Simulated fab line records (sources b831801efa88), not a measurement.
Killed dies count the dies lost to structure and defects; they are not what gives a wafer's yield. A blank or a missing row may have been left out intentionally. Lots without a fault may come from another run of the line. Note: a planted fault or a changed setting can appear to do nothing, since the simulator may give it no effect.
Which tool was responsible?	flow gf180mcu	42 wafers from 14 lots sampled at 5 of the route's 602 steps

== WHAT THE GAUGES READ, wafer by wafer ==
GF_STI_BOW_MEAS_00. Usual: for INCOMING_BOW the level is 0 um and the standard deviation is 6.4.
lot	measured	on	INCOMING_BOW (um)	flag
L370	day 1 10:01	film metro-01	-7 8 -10	
L371	day 1 15:00	film metro-01	-8 -12 11	
L372	day 1 20:01	film metro-01	-2 -3 1	
L373	day 2 01:01	film metro-04	-6 5 7	
L375	day 2 11:00	film metro-03	-1 -11 -3	
L383	day 4 03:00	film metro-03	-12 1 2	
L386	day 4 18:01	film metro-04	-3 4 -6	
L387	day 4 23:02	film metro-03	7 -10 8	
L388	day 5 04:00	film metro-03	16 -8 -1	
L389	day 5 09:00	film metro-04	8 10 -3	
L390	day 5 14:00	film metro-03	1 2 2	
L391	day 5 19:02	film metro-04	10 -4 17	
L392	day 6 00:01	film metro-01	5 0 7	
L393	day 6 05:01	film metro-01	4 0 -6	

GF_STI_THK_MEAS_02. Usual: for STI_OXIDATION_THK the level is 10.04 nm and the standard deviation is 0.15.
lot	measured	on	STI_OXIDATION_THK (nm)	flag
L370	day 1 11:31	film metro-04	9.81 9.82 10.06	
L371	day 1 16:34	film metro-03	10.17 10.10 10.30	
L372	day 1 22:10	film metro-01	11.19 11.23 11.22	OFF
L373	day 2 02:31	film metro-01	11.60 11.47 11.48	OFF
L375	day 2 13:40	film metro-03	9.93 9.96 10.15	
L383	day 4 04:31	film metro-01	10.14 10.06 10.07	
L386	day 4 19:31	film metro-04	10.18 10.13 10.09	
L387	day 5 00:33	film metro-03	10.08 10.11 10.12	
L388	day 5 05:31	film metro-04	10.14 9.97 10.01	
L389	day 5 11:13	film metro-04	10.12 10.14 9.99	
L390	day 5 17:05	film metro-03	10.04 10.18 10.07	
L391	day 6 00:05	film metro-03	9.88 9.78 9.68	
L392	day 6 08:14	film metro-03	9.71 9.67 9.65	
L393	day 6 08:14	film metro-01	10.07 10.00 9.90	

GF_STI_THK_MEAS_04. Usual: for STI_CVD_03_THK the level is 207.2 nm and the standard deviation is 2.2.
lot	measured	on	STI_CVD_03_THK (nm)	flag
L370	day 1 13:34	film metro-03	205.4 206.2 204.7	
L371	day 1 18:36	film metro-01	206.3 207.5 207.3	
L372	day 2 00:47	film metro-03	207.5 207.5 206.5	
L373	day 2 04:34	film metro-01	210.2 209.9 208.4	
L375	day 2 15:43	film metro-03	205.4 206.1 205.4	
L383	day 4 06:34	film metro-03	204.0 204.2 204.5	
L386	day 4 21:34	film metro-03	206.5 207.0 205.1	
L387	day 5 02:36	film metro-04	209.3 206.7 207.4	
L388	day 5 07:34	film metro-03	205.7 208.2 204.9	
L389	day 5 13:32	film metro-03	208.7 211.5 208.5	
L390	day 5 19:08	film metro-03	206.4 206.8 207.1	
L391	day 6 02:07	film metro-04	207.2 207.0 206.6	
L392	day 6 10:17	film metro-03	207.9 207.1 207.9	
L393	day 6 10:20	film metro-03	206.3 207.0 207.6	

GF_DNWELL_TW_MEAS_09. Usual: for DNWELL_TW the level is 1360 and the standard deviation is 24.
lot	measured	on	DNWELL_TW	flag
L370	day 2 20:31	film metro-02	1396 1397 1393	
L371	day 3 01:30	film metro-01	1346 1343 1338	
L372	day 3 07:47	film metro-03	1333 1331 1331	
L373	day 3 11:25	film metro-03	1352 1349 1356	
L375	day 3 23:00	film metro-02	1395 1399 1391	
L383	day 5 15:10	film metro-03	1326 1327 1334	
L386	day 6 09:46	film metro-03	1356 1354 1355	
L387	day 6 20:43	film metro-02	1390 1391 1380	
L388	day 7 05:47	film metro-02	1388 1388 1386	
L389	day 7 08:34	film metro-02	1379 1384 1384	
L390	day 7 08:23	film metro-01	1337 1340 1334	
L391	day 7 12:50	film metro-01	1359 1365 1359	
L392	day 7 21:16	film metro-02	1386 1385 1383	
L393	day 7 22:06	film metro-01	1349 1354 1347	

== WHAT TOOL EACH LOT RAN ON (gives the tool, then ch and the chambers of the sampled wafers, and finally the start) ==
lot	GF_STI_OXIDATION_01
L370	furnace-01 ch 0, day 1 10:07
L371	furnace-01 ch 0, day 1 15:10
L372	furnace-01 ch 0, day 1 20:46
L373	furnace-01 ch 0, day 2 01:07
L375	furnace-02 ch 0, day 2 12:16
L383	furnace-02 ch 0, day 4 03:07
L386	furnace-01 ch 0, day 4 18:07
L387	furnace-02 ch 0, day 4 23:10
L388	furnace-02 ch 0, day 5 04:07
L389	furnace-02 ch 0, day 5 09:50
L390	furnace-02 ch 0, day 5 15:41
L391	furnace-02 ch 0, day 5 22:40
L392	furnace-02 ch 0, day 6 06:50
L393	furnace-02 ch 0, day 6 06:50
- GF_STI_OXIDATION_01: stabilise 600 s, purge 300 s, target thk 10 nm.

== WHAT THE TOOLS THEMSELVES READ (means of the sampled wafers that have a number; where no wafer has one, the mark that the record gives instead) ==
GF_STI_OXIDATION_01. Usual: spike tc bottom C reads 913.4 C (standard deviation 1.2).
lot	tool	spike tc bottom C (C)	flag
L370	furnace-01	912.2	
L371	furnace-01	911.7	
L372	furnace-01	913.7	
L373	furnace-01	912.6	
L375	furnace-02	914.0	
L383	furnace-02	914.3	
L386	furnace-01	914.5	
L387	furnace-02	914.3	
L388	furnace-02	914.1	
L389	furnace-02	913.7	
L390	furnace-02	913.9	
L391	furnace-02	914.0	
L392	furnace-02	913.9	
L393	furnace-02	914.1	

== THE ANSWER, worked out from the rows above alone ==
Rule: take the mean of a lot's wafers that have a number; if it is more than 3 standard deviations from the usual mean, the lot is off. A lot without any number at a reading at which 4 lots or more have one is off too. Any other lot the step has rows for is counted as sound. After the gauges, taken in route order, come the tools' own readings; for these a lot's mean is taken, as printed above. The first step at which some lot is off is used, and at that step the reading that is off furthest; a lot without a number counts as furthest.
Off: L372, L373, seen at GF_STI_THK_MEAS_02 (STI_OXIDATION_THK).
A tool fits if, at a process step before that reading, it ran every lot that is off, and no sound lot after the first of them. Gauges at GF_STI_THK_MEAS_02: tried the same way as those tools. No candidate that was tried fits.

== WHAT HAD BEEN PUT IN BY THE SIMULATOR ==
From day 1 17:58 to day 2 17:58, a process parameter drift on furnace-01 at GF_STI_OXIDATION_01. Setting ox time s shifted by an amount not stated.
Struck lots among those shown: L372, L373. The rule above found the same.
